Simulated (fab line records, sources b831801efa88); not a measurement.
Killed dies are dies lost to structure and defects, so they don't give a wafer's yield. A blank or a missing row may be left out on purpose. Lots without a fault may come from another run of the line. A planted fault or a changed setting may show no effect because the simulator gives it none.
Chamber matching | flow gf180mcu | GF_V4_CMP_04 on cmp-01: 4 sister chambers
The step polishes SiO2. 14 wafers are shown with their chamber, then 7 later ones without.

WAFERS WITH THEIR CHAMBER
wafer  | chamber | motor_current_A (A) | time_to_endpoint_s (s)
L106.1 | 1       | 11.9                | 68
L106.2 | 0       | 11.9                | 79
L106.5 | 1       | 11.8                | 72
L108.2 | 3       | 11.7                | 76
L108.3 | 2       | 12.0                | 64
L108.6 | 1       | 12.6                | 79
L113.3 | 1       | 12.1                | 71
L113.4 | 3       | 11.9                | 84
L113.5 | 0       | 12.0                | 83
L114.1 | 1       | 11.5                | 76
L114.2 | 2       | 11.1                | 75
L114.5 | 2       | 11.2                | 76
L115.1 | 1       | 12.5                | 79
L115.3 | 2       | 11.1                | 85

SIGNATURES (means of the wafers above)
reading            | chamber 0 | chamber 1 | chamber 2 | chamber 3 | scatter within a chamber
motor_current_A    | 11.950    | 12.067    | 11.350    | 11.800    | 0.386
time_to_endpoint_s | 81.00     | 74.17     | 75.00     | 80.00     | 6.04
Rule: a wafer's distance from a chamber is the root of the sum, over the readings, of the square of ((its reading less the chamber's mean) divided by the reading's scatter). The wafer belongs to the nearest chamber; if the next one is less than 2 further off, it can't be placed. The scatter: the root of (the sum of the squares of (reading less its chamber's mean) over the shown wafers, divided by (wafers less chambers)).

WAFERS WITHOUT THEIR CHAMBER
wafer  | motor_current_A (A) | time_to_endpoint_s (s)
L115.4 | 12.3                | 90
L125.1 | 11.6                | 74
L125.2 | 10.7                | 73
L125.3 | 12.6                | 76
L126.1 | 11.1                | 81
L126.3 | 12.3                | 67
L126.6 | 11.7                | 82

WHICH CHAMBER EACH WENT THROUGH
wafer  | from the rows above               | in truth
L115.4 | can't be placed: 0 or 3 or 1 or 2 | 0
L125.1 | can't be placed: 2 or 3 or 1 or 0 | 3
L125.2 | can't be placed: 2 or 3 or 0 or 1 | 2
L125.3 | can't be placed: 1 or 0 or 3 or 2 | 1
L126.1 | can't be placed: 2 or 3 or 0 or 1 | 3
L126.3 | can't be placed: 1 or 0 or 3 or 2 | 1
L126.6 | can't be placed: 3 or 0 or 2 or 1 | 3
Placed correctly: 0 of 7. Can't be placed from these rows: 7 (the true chamber is among the candidates in 7). Placed wrongly: 0.
